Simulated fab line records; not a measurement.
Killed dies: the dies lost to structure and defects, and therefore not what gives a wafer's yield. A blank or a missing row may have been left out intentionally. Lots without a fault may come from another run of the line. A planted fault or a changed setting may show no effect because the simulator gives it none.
fab line records	flow sky130	part 1 of 2: steps 1 to 26 of 37
[record] lots = 5	wafers = 15	last_day = 49
route steps=708 shown LDD_HVN@267 LDD_HVP@278 LDD_LDN@289
lots that met no fault: taken from a fault-free run of the same line
start_h: the number of hours between the record's first day and the start of the first shown wafer of the lot	wait_h: hours since the lot's step before	" the same as in the row above	L1.1+2: a row that stands for several wafers	- value missing, or start not given	* or withheld: withheld	< > ~ a bound
route shown NAME@n: NAME is a module with steps in the file, n the number in the route of the first one	usual: the fault-free wafers' mean and standard deviation	same: alike in all rows	chamber/n: place in a boat	sites: per-site readings	_std_site: how widely they spread, as a standard deviation	_edge_site: inner sites' mean taken away from outer sites' mean	radius_mm: how far each site lies from the wafer's centre	mask NAME#n: copy n	behind: the most recent tool/chamber to have shaped the wafer	hold: reason for holding the lot/hours on hold/outcome of the hold	device: names the non-switching transistor (n, p or np)	end of line: the route-end tests of the same wafers	for a step that has no rows: nothing shown but its recipe	killed: not the wafer's yield, but the dies lost to structure and defects at the first sort	map: dies across one wafer; x = killed, . = not, _ = none there
set.NAME: the setting that was run; set.NAME@STEP: the one run at that earlier step	model.NAME: the simulator's own value behind a step, which no gauge read
certain route steps with their lots: each step a table, each wafer a row
services: from which hour (start_h, from the record's first day; less than 0 if before it) a tool's chamber was out of use, for how many hours, and why
[[steps]]
[step SKY_LDD_HVN_DEHYDRATE_00]
[recipe] temp_c = 200	time_s = 60
[usual] resist_line_temp_C = 23.00/0.11
lot.wafer	tool	chamber	start_h	wait_h	resist_line_temp_C
L080.3	litho_track-02	0	502.61	14.8	22.87
L080.4	"	0	"	"	22.75
L080.5	"	0	"	"	22.94
L082.2	litho_track-02	0	528.64	14.2	22.84
L082.3	"	0	"	"	22.96
L082.6	"	0	"	"	22.94
L084.1	litho_track-02	0	542.61	15.3	23.16
L084.3	"	0	"	"	23.08
L084.6	"	0	"	"	23.20
L088.1	litho_track-02	0	577.81	14.8	22.99
L088.3	"	0	"	"	23.08
L088.6	"	0	"	"	22.85
L095.1	litho_track-01	0	626.28	14.1	22.93
L095.2	"	0	"	"	22.78
L095.4	"	0	"	"	22.99
[step SKY_LDD_HVN_HMDS_01]
[recipe] prime_time_s = 60	prime_temp_c = 120
[usual] resist_line_temp_C = 23.01/0.1
lot.wafer	tool	chamber	start_h	wait_h	resist_line_temp_C
L080.3	litho_track-02	0	502.76	0.1	23.17
L080.4	"	0	"	"	23.14
L080.5	"	0	"	"	23.06
L082.2	litho_track-02	0	528.79	0.1	23.08
L082.3	"	0	"	"	23.09
L082.6	"	0	"	"	23.12
L084.1	litho_track-02	0	542.76	0.1	22.99
L084.3	"	0	"	"	23.13
L084.6	"	0	"	"	22.93
L088.1	litho_track-02	0	577.96	0.1	23.13
L088.3	"	0	"	"	22.94
L088.6	"	0	"	"	23.16
L095.1	litho_track-01	0	626.43	0.1	23.12
L095.2	"	0	"	"	22.97
L095.4	"	0	"	"	23.09
[step SKY_LDD_HVN_COAT_02]
[recipe] resist = NOVOLAK	spin_rpm = 3000	resist_thk_nm = 300
[usual] resist_line_temp_C = 23.00/0.098
lot.wafer	tool	chamber	start_h	wait_h	resist_line_temp_C
L080.3	litho_track-02	0	502.91	0.1	23.03
L080.4	"	0	"	"	22.97
L080.5	"	0	"	"	22.90
L082.2	litho_track-02	0	528.94	0.1	23.11
L082.3	"	0	"	"	23.11
L082.6	"	0	"	"	23.00
L084.1	litho_track-02	0	542.91	0.1	22.90
L084.3	"	0	"	"	23.04
L084.6	"	0	"	"	23.01
L088.1	litho_track-02	0	578.11	0.1	23.18
L088.3	"	0	"	"	22.97
L088.6	"	0	"	"	23.11
L095.1	litho_track-01	0	626.58	0.1	22.93
L095.2	"	0	"	"	22.86
L095.4	"	0	"	"	22.93
[step SKY_LDD_HVN_SOFTBAKE_03]
[recipe] temp_c = 90	time_s = 60	resist = NOVOLAK
[usual] resist_line_temp_C = 23.00/0.1
lot.wafer	tool	chamber	start_h	wait_h	resist_line_temp_C
L080.3	litho_track-02	0	503.06	0.1	23.16
L080.4	"	0	"	"	23.18
L080.5	"	0	"	"	23.12
L082.2	litho_track-02	0	529.09	0.1	22.89
L082.3	"	0	"	"	22.88
L082.6	"	0	"	"	22.90
L084.1	litho_track-02	0	543.06	0.1	22.87
L084.3	"	0	"	"	22.84
L084.6	"	0	"	"	22.84
L088.1	litho_track-02	0	578.26	0.1	22.95
L088.3	"	0	"	"	23.17
L088.6	"	0	"	"	22.93
L095.1	litho_track-01	0	626.73	0.1	23.08
L095.2	"	0	"	"	22.92
L095.4	"	0	"	"	23.01
[step SKY_LDD_HVN_EXPOSE_04]
[recipe] mask_id = HVNTM	na = 0.6	source_shape = conventional	sigma_outer = 0.6	polarization = unpolarized	target_cd_nm = 700	dose_mj = 127
[usual] focus_offset_nm = 0.0/0.51
lot.wafer	tool	chamber	start_h	wait_h	mask	focus_offset_nm
L080.3	iline_stepper-02	0	-	-	HVNTM#0	0.3
L080.4	"	0	"	"	HVNTM#0	0.5
L080.5	"	0	"	"	HVNTM#0	-0.2
L082.2	iline_stepper-01	0	-	-	HVNTM#0	-0.6
L082.3	"	0	"	"	HVNTM#0	-0.1
L082.6	"	0	"	"	HVNTM#0	-0.6
L084.1	iline_stepper-02	0	-	-	HVNTM#0	0.9
L084.3	"	0	"	"	HVNTM#0	1.0
L084.6	"	0	"	"	HVNTM#0	0.7
L088.1	iline_stepper-02	0	-	-	HVNTM#0	-0.1
L088.3	"	0	"	"	HVNTM#0	-0.1
L088.6	"	0	"	"	HVNTM#0	-0.3
L095.1	iline_stepper-01	0	-	-	HVNTM#0	-0.5
L095.2	"	0	"	"	HVNTM#0	-0.7
L095.4	"	0	"	"	HVNTM#0	-0.1
[step SKY_LDD_HVN_PEB_05]
[recipe] temp_c = withheld	time_s = *	resist = NOVOLAK
[usual] resist_line_temp_C = *
lot.wafer	tool	chamber	start_h	wait_h	resist_line_temp_C
L080.3	litho_track-02	0	-	-	*
L080.4	"	0	"	"	*
L080.5	"	0	"	"	*
L082.2	litho_track-01	0	-	-	*
L082.3	"	0	"	"	*
L082.6	"	0	"	"	*
L084.1	litho_track-04	0	-	-	*
L084.3	"	0	"	"	*
L084.6	"	0	"	"	*
L088.1	litho_track-02	0	-	-	*
L088.3	"	0	"	"	*
L088.6	"	0	"	"	*
L095.1	litho_track-01	0	-	-	*
L095.2	"	0	"	"	*
L095.4	"	0	"	"	*
[step SKY_LDD_HVN_DEVELOP_06]
[recipe] resist = NOVOLAK	developer = TMAH	develop_time_s = 60	dev_temp_c = 23
[usual] resist_line_temp_C = 23.01/0.095
lot.wafer	tool	chamber	start_h	wait_h	resist_line_temp_C
L080.3	litho_track-02	0	518.01	0.1	22.99
L080.4	"	0	"	"	23.00
L080.5	"	0	"	"	22.95
L082.2	litho_track-01	0	543.95	0.1	23.09
L082.3	"	0	"	"	23.25
L082.6	"	0	"	"	22.96
L084.1	litho_track-04	0	556.79	0.1	23.18
L084.3	"	0	"	"	22.92
L084.6	"	0	"	"	22.94
L088.1	litho_track-02	0	591.61	0.1	23.09
L088.3	"	0	"	"	23.00
L088.6	"	0	"	"	23.19
L095.1	litho_track-01	0	640.78	0.1	22.94
L095.2	"	0	"	"	23.04
L095.4	"	0	"	"	23.08
[step SKY_LDD_HVN_OVL_MEAS_07]
[usual] LDD_HVN_OVL = -0.8/1.3
lot.wafer	tool	chamber	start_h	wait_h	LDD_HVN_OVL[nm]
L080.3	overlay-01	-	518.13	0.1	0.5
L080.4	"	-	"	"	-1.0
L080.5	"	-	"	"	0.4
L082.2	overlay-02	-	544.08	0.1	-0.4
L082.3	"	-	"	"	-1.3
L082.6	"	-	"	"	1.2
L084.1	overlay-01	-	556.94	0.1	-1.6
L084.3	"	-	"	"	-2.0
L084.6	"	-	"	"	-0.2
L088.1	overlay-02	-	591.76	0.1	-2.3
L088.3	"	-	"	"	-1.5
L088.6	"	-	"	"	-0.5
L095.1	overlay-02	-	640.93	0.1	-1.2
L095.2	"	-	"	"	-0.8
L095.4	"	-	"	"	-0.9
[step SKY_LDD_HVN_IMPLANT_08]
[recipe] species = P	energy_kev = 60	dose_cm2 = 3e+13	tilt_deg = 40
lot.wafer	tool	chamber	start_h	wait_h
L080.3+4+5	implanter-04	0	518.20	0.1
L082.2+3+6	implanter-03	0	544.14	0.0
L084.1+3+6	implanter-01	0	556.97	0.0
L088.1+3+6	implanter-04	0	591.80	0.0
L095.1+2+4	implanter-04	0	641.02	0.1
[step SKY_LDD_HVN_STRIP_09]
[recipe] chemistry = O2/N2	power_w = 1400	pressure_mtorr = 1500	platen_temp_c = withheld	o2_flow_sccm = 3000	n2_flow_sccm = 300	overash_fraction = 0.5
[usual] drypump_motor_current_A = 5.6/0.62	o2_flow_sccm = 2999/9.2	oes_product_au = 0.409/0.004	strip_time_to_endpoint_s = 4.142/0.018
lot.wafer	tool	chamber	start_h	wait_h	drypump_motor_current_A	o2_flow_sccm	oes_product_au	rf_hours_counter_h	strip_time_to_endpoint_s
L080.3	plasma_asher-03	0	518.33	0.1	6.3	2985	0.409	-	4.115
L080.4	"	1	"	"	4.9	2993	0.413	-	4.118
L080.5	"	1	"	"	4.9	2998	0.401	-	4.129
L082.2	plasma_asher-04	0	544.26	0.1	5.5	2997	0.409	41	4.136
L082.3	"	0	"	"	5.6	2989	0.407	-	4.140
L082.6	"	0	"	"	5.6	3000	0.410	-	4.147
L084.1	plasma_asher-02	1	557.12	0.1	4.9	3008	0.417	87	4.136
L084.3	"	0	"	"	6.4	3002	0.413	-	4.127
L084.6	"	1	"	"	4.9	3005	0.409	-	4.134
L088.1	plasma_asher-03	1	591.95	0.1	4.9	3010	0.413	16	4.151
L088.3	"	0	"	"	6.3	2992	0.410	-	4.127
L088.6	"	1	"	"	4.9	3009	0.411	-	4.151
L095.1	plasma_asher-04	1	641.17	0.1	5.8	3014	0.402	50	4.146
L095.2	"	0	"	"	5.6	2990	0.411	50	4.141
L095.4	"	0	"	"	5.6	2982	0.407	-	4.138
[step SKY_LDD_HVN_TW_MEAS_10]
[usual] LDD_HVN_TW = 1432/7
lot.wafer	tool	chamber	start_h	wait_h	LDD_HVN_TW
L080.3	film_metro-01	-	518.42	0.1	1425
L080.4	"	-	"	"	1435
L080.5	"	-	"	"	1428
L082.2	film_metro-03	-	544.37	0.1	1435
L082.3	"	-	"	"	1437
L082.6	"	-	"	"	1434
L084.1	film_metro-04	-	557.22	0.1	1439
L084.3	"	-	"	"	1438
L084.6	"	-	"	"	1440
L088.1	film_metro-01	-	592.05	0.1	1432
L088.3	"	-	"	"	1437
L088.6	"	-	"	"	1439
L095.1	film_metro-04	-	641.27	0.1	1440
L095.2	"	-	"	"	1433
L095.4	"	-	"	"	1439
[step SKY_LDD_HVP_DEHYDRATE_00]
[recipe] temp_c = 200	time_s = 60
[usual] resist_line_temp_C = 22.99/0.12
lot.wafer	tool	chamber	start_h	wait_h	resist_line_temp_C
L080.3	litho_track-03	0	533.20	14.8	22.68
L080.4	"	0	"	"	23.06
L080.5	"	0	"	"	23.04
L082.2	litho_track-02	0	557.89	13.5	23.14
L082.3	"	0	"	"	23.10
L082.6	"	0	"	"	23.06
L084.1	litho_track-02	0	571.96	14.7	23.19
L084.3	"	0	"	"	23.16
L084.6	"	0	"	"	23.01
L088.1	litho_track-02	0	606.46	14.4	22.99
L088.3	"	0	"	"	22.93
L088.6	"	0	"	"	23.06
L095.1	litho_track-02	0	654.81	13.5	22.88
L095.2	"	0	"	"	23.09
L095.4	"	0	"	"	22.99
[step SKY_LDD_HVP_HMDS_01]
[recipe] prime_time_s = 60	prime_temp_c = 120
[usual] resist_line_temp_C = 23.00/0.12
lot.wafer	tool	chamber	start_h	wait_h	resist_line_temp_C
L080.3	litho_track-03	0	533.35	0.1	23.24
L080.4	"	0	"	"	23.18
L080.5	"	0	"	"	23.12
L082.2	litho_track-02	0	558.04	0.1	22.85
L082.3	"	0	"	"	23.14
L082.6	"	0	"	"	22.97
L084.1	litho_track-02	0	572.11	0.1	23.02
L084.3	"	0	"	"	22.99
L084.6	"	0	"	"	22.97
L088.1	litho_track-02	0	606.61	0.1	22.97
L088.3	"	0	"	"	23.02
L088.6	"	0	"	"	23.10
L095.1	litho_track-02	0	654.96	0.1	22.92
L095.2	"	0	"	"	23.13
L095.4	"	0	"	"	22.99
[step SKY_LDD_HVP_COAT_02]
[recipe] resist = NOVOLAK	spin_rpm = 3000	resist_thk_nm = 300
[usual] resist_line_temp_C = 23.00/0.11
lot.wafer	tool	chamber	start_h	wait_h	resist_line_temp_C
L080.3	litho_track-03	0	533.50	0.1	23.09
L080.4	"	0	"	"	23.06
L080.5	"	0	"	"	22.96
L082.2	litho_track-02	0	558.19	0.1	22.85
L082.3	"	0	"	"	22.82
L082.6	"	0	"	"	22.74
L084.1	litho_track-02	0	572.26	0.1	23.14
L084.3	"	0	"	"	23.07
L084.6	"	0	"	"	22.95
L088.1	litho_track-02	0	606.76	0.1	22.99
L088.3	"	0	"	"	23.13
L088.6	"	0	"	"	23.01
L095.1	litho_track-02	0	655.11	0.1	22.94
L095.2	"	0	"	"	23.14
L095.4	"	0	"	"	22.90
[step SKY_LDD_HVP_SOFTBAKE_03]
[recipe] temp_c = 90	time_s = 60	resist = NOVOLAK
[usual] resist_line_temp_C = 23.00/0.098
lot.wafer	tool	chamber	start_h	wait_h	resist_line_temp_C
L080.3	litho_track-03	0	533.65	0.1	23.06
L080.4	"	0	"	"	23.05
L080.5	"	0	"	"	23.20
L082.2	litho_track-02	0	558.34	0.1	22.89
L082.3	"	0	"	"	22.92
L082.6	"	0	"	"	22.98
L084.1	litho_track-02	0	572.41	0.1	23.14
L084.3	"	0	"	"	22.98
L084.6	"	0	"	"	23.03
L088.1	litho_track-02	0	606.91	0.1	23.03
L088.3	"	0	"	"	23.08
L088.6	"	0	"	"	22.76
L095.1	litho_track-02	0	655.26	0.1	22.94
L095.2	"	0	"	"	23.05
L095.4	"	0	"	"	22.95
[step SKY_LDD_HVP_EXPOSE_04]
[recipe] mask_id = HVPTM	na = 0.6	source_shape = conventional	sigma_outer = 0.6	polarization = unpolarized	target_cd_nm = 700	dose_mj = 86
[usual] focus_offset_nm = -0.1/0.5
lot.wafer	tool	chamber	start_h	wait_h	mask	focus_offset_nm
L080.3	iline_stepper-01	0	-	-	HVPTM#0	-1.0
L080.4	"	0	"	"	HVPTM#0	0.1
L080.5	"	0	"	"	HVPTM#0	-0.6
L082.2	iline_stepper-02	0	-	-	HVPTM#0	-0.4
L082.3	"	0	"	"	HVPTM#0	0.2
L082.6	"	0	"	"	HVPTM#0	-0.4
L084.1	iline_stepper-02	0	-	-	HVPTM#0	0.6
L084.3	"	0	"	"	HVPTM#0	0.0
L084.6	"	0	"	"	HVPTM#0	-0.4
L088.1	iline_stepper-01	0	-	-	HVPTM#0	0.1
L088.3	"	0	"	"	HVPTM#0	-0.3
L088.6	"	0	"	"	HVPTM#0	-0.1
L095.1	iline_stepper-01	0	-	-	HVPTM#0	0.4
L095.2	"	0	"	"	HVPTM#0	-0.4
L095.4	"	0	"	"	HVPTM#0	1.3
[step SKY_LDD_HVP_PEB_05]
[recipe] temp_c = withheld	time_s = *	resist = NOVOLAK
[usual] resist_line_temp_C = *
lot.wafer	tool	chamber	start_h	wait_h	resist_line_temp_C
L080.3	litho_track-01	0	-	-	*
L080.4	"	0	"	"	*
L080.5	"	0	"	"	*
L082.2	litho_track-03	0	-	-	*
L082.3	"	0	"	"	*
L082.6	"	0	"	"	*
L084.1	litho_track-03	0	-	-	*
L084.3	"	0	"	"	*
L084.6	"	0	"	"	*
L088.1	litho_track-02	0	-	-	*
L088.3	"	0	"	"	*
L088.6	"	0	"	"	*
L095.1	litho_track-02	0	-	-	*
L095.2	"	0	"	"	*
L095.4	"	0	"	"	*
[step SKY_LDD_HVP_DEVELOP_06]
[recipe] resist = NOVOLAK	developer = TMAH	develop_time_s = 60	dev_temp_c = 23
[usual] resist_line_temp_C = 23.00/0.11
lot.wafer	tool	chamber	start_h	wait_h	resist_line_temp_C
L080.3	litho_track-01	0	548.33	0.1	22.87
L080.4	"	0	"	"	22.91
L080.5	"	0	"	"	22.92
L082.2	litho_track-03	0	573.98	0.1	23.08
L082.3	"	0	"	"	23.09
L082.6	"	0	"	"	23.05
L084.1	litho_track-03	0	586.55	0.1	23.11
L084.3	"	0	"	"	23.18
L084.6	"	0	"	"	23.03
L088.1	litho_track-02	0	620.16	0.1	23.08
L088.3	"	0	"	"	22.94
L088.6	"	0	"	"	23.03
L095.1	litho_track-02	0	669.46	0.1	23.20
L095.2	"	0	"	"	23.05
L095.4	"	0	"	"	22.97
[step SKY_LDD_HVP_OVL_MEAS_07]
[usual] LDD_HVP_OVL = 0.0/1.7
lot.wafer	tool	chamber	start_h	wait_h	LDD_HVP_OVL[nm]
L080.3	overlay-01	-	548.44	0.1	-3.6
L080.4	"	-	"	"	-1.9
L080.5	"	-	"	"	-1.6
L082.2	overlay-02	-	574.11	0.1	0.1
L082.3	"	-	"	"	2.1
L082.6	"	-	"	"	3.1
L084.1	overlay-02	-	586.70	0.1	1.3
L084.3	"	-	"	"	0.9
L084.6	"	-	"	"	-0.3
L088.1	overlay-01	-	620.31	0.1	-1.3
L088.3	"	-	"	"	0.4
L088.6	"	-	"	"	0.3
L095.1	overlay-02	-	669.61	0.1	-0.7
L095.2	"	-	"	"	-1.5
L095.4	"	-	"	"	-0.6
[step SKY_LDD_HVP_IMPLANT_08]
[recipe] species = B	energy_kev = 20	dose_cm2 = 1.7e+13	tilt_deg = 17.9
lot.wafer	tool	chamber	start_h	wait_h
L080.3+4+5	implanter-03	0	548.51	0.1
L082.2+3+6	implanter-02	0	574.16	0.0
L084.1+3+6	implanter-04	0	586.74	0.0
L088.1+3+6	implanter-04	0	620.35	0.0
L095.1+2+4	implanter-04	0	669.65	0.0
[step SKY_LDD_HVP_STRIP_09]
[recipe] chemistry = O2/N2	power_w = 1400	pressure_mtorr = 1500	platen_temp_c = withheld	o2_flow_sccm = 3000	n2_flow_sccm = 300	overash_fraction = 0.5
[usual] drypump_motor_current_A = 5.6/0.56	o2_flow_sccm = 3001/9.5	oes_product_au = 0.409/0.0048	strip_time_to_endpoint_s = 4.141/0.015
lot.wafer	tool	chamber	start_h	wait_h	drypump_motor_current_A	o2_flow_sccm	oes_product_au	rf_hours_counter_h	strip_time_to_endpoint_s
L080.3	plasma_asher-04	1	548.65	0.1	5.8	2997	0.411	-	4.130
L080.4	"	0	"	"	5.6	2997	0.414	-	4.145
L080.5	"	1	"	"	5.8	3000	0.415	-	4.129
L082.2	plasma_asher-01	0	574.29	0.1	5.2	3010	0.410	74	4.149
L082.3	"	1	"	"	5.8	3001	0.412	-	4.146
L082.6	"	1	"	"	5.8	3004	0.404	-	4.128
L084.1	plasma_asher-02	0	586.89	0.1	6.4	2992	0.402	90	4.141
L084.3	"	0	"	"	6.4	2999	0.409	-	4.143
L084.6	"	0	"	"	6.4	3002	0.412	-	4.133
L088.1	plasma_asher-02	1	620.50	0.1	4.9	2996	0.408	94	4.119
L088.3	"	0	"	"	6.4	3018	0.413	-	4.138
L088.6	"	1	"	"	4.9	2992	0.405	-	4.142
L095.1	plasma_asher-01	0	669.80	0.1	5.2	3000	0.409	83	4.156
L095.2	"	1	"	"	5.8	2993	0.411	83	4.144
L095.4	"	0	"	"	5.2	3008	0.403	-	4.153
[step SKY_LDD_HVP_TW_MEAS_10]
[usual] LDD_HVP_TW = 456.9/2.8
lot.wafer	tool	chamber	start_h	wait_h	LDD_HVP_TW
L080.3	film_metro-01	-	548.73	0.1	449.5
L080.4	"	-	"	"	452.5
L080.5	"	-	"	"	450.3
L082.2	film_metro-01	-	574.40	0.1	454.6
L082.3	"	-	"	"	453.2
L082.6	"	-	"	"	453.6
L084.1	film_metro-02	-	586.99	0.1	456.9
L084.3	"	-	"	"	457.9
L084.6	"	-	"	"	456.4
L088.1	film_metro-04	-	620.60	0.1	456.3
L088.3	"	-	"	"	457.6
L088.6	"	-	"	"	456.0
L095.1	film_metro-04	-	669.90	0.1	456.5
L095.2	"	-	"	"	453.4
L095.4	"	-	"	"	455.0
[step SKY_LDD_LDN_DEHYDRATE_00]
[recipe] temp_c = 200	time_s = 60
[usual] resist_line_temp_C = 22.99/0.11
lot.wafer	tool	chamber	start_h	wait_h	resist_line_temp_C
L080.3	litho_track-04	0	562.74	14.0	23.04
L080.4	"	0	"	"	22.93
L080.5	"	0	"	"	23.02
L082.2	litho_track-03	0	587.93	13.5	23.11
L082.3	"	0	"	"	23.07
L082.6	"	0	"	"	23.15
L084.1	litho_track-04	0	601.34	14.3	23.22
L084.3	"	0	"	"	22.97
L084.6	"	0	"	"	22.99
L088.1	litho_track-03	0	634.70	14.1	23.14
L088.3	"	0	"	"	22.93
L088.6	"	0	"	"	23.04
L095.1	litho_track-03	0	682.55	12.6	22.87
L095.2	"	0	"	"	22.97
L095.4	"	0	"	"	23.09
[step SKY_LDD_LDN_HMDS_01]
[recipe] prime_time_s = 60	prime_temp_c = 120
[usual] resist_line_temp_C = 23.01/0.11
lot.wafer	tool	chamber	start_h	wait_h	resist_line_temp_C
L080.3	litho_track-04	0	562.89	0.1	22.77
L080.4	"	0	"	"	22.92
L080.5	"	0	"	"	22.98
L082.2	litho_track-03	0	588.08	0.1	22.84
L082.3	"	0	"	"	22.96
L082.6	"	0	"	"	22.90
L084.1	litho_track-04	0	601.49	0.1	22.89
L084.3	"	0	"	"	23.03
L084.6	"	0	"	"	22.84
L088.1	litho_track-03	0	634.85	0.1	23.18
L088.3	"	0	"	"	22.93
L088.6	"	0	"	"	23.16
L095.1	litho_track-03	0	682.70	0.1	23.04
L095.2	"	0	"	"	22.97
L095.4	"	0	"	"	22.94
[step SKY_LDD_LDN_COAT_02]
[recipe] resist = NOVOLAK	spin_rpm = 3000	resist_thk_nm = 1140
[usual] resist_line_temp_C = 22.98/0.12
lot.wafer	tool	chamber	start_h	wait_h	resist_line_temp_C
L080.3	litho_track-04	0	563.04	0.1	22.95
L080.4	"	0	"	"	23.07
L080.5	"	0	"	"	22.96
L082.2	litho_track-03	0	588.23	0.1	23.21
L082.3	"	0	"	"	23.06
L082.6	"	0	"	"	23.07
L084.1	litho_track-04	0	601.64	0.1	23.02
L084.3	"	0	"	"	22.85
L084.6	"	0	"	"	22.85
L088.1	litho_track-03	0	635.00	0.1	23.06
L088.3	"	0	"	"	23.18
L088.6	"	0	"	"	23.11
L095.1	litho_track-03	0	682.85	0.1	22.92
L095.2	"	0	"	"	22.85
L095.4	"	0	"	"	22.83
[step SKY_LDD_LDN_SOFTBAKE_03]
[recipe] temp_c = 90	time_s = 60	resist = NOVOLAK
[usual] resist_line_temp_C = 22.99/0.099
lot.wafer	tool	chamber	start_h	wait_h	resist_line_temp_C
L080.3	litho_track-04	0	563.19	0.1	23.06
L080.4	"	0	"	"	22.92
L080.5	"	0	"	"	23.05
L082.2	litho_track-03	0	588.38	0.1	23.13
L082.3	"	0	"	"	22.96
L082.6	"	0	"	"	23.02
L084.1	litho_track-04	0	601.79	0.1	23.13
L084.3	"	0	"	"	23.00
L084.6	"	0	"	"	23.15
L088.1	litho_track-03	0	635.15	0.1	22.75
L088.3	"	0	"	"	22.97
L088.6	"	0	"	"	22.98
L095.1	litho_track-03	0	683.00	0.1	22.93
L095.2	"	0	"	"	22.83
L095.4	"	0	"	"	22.74
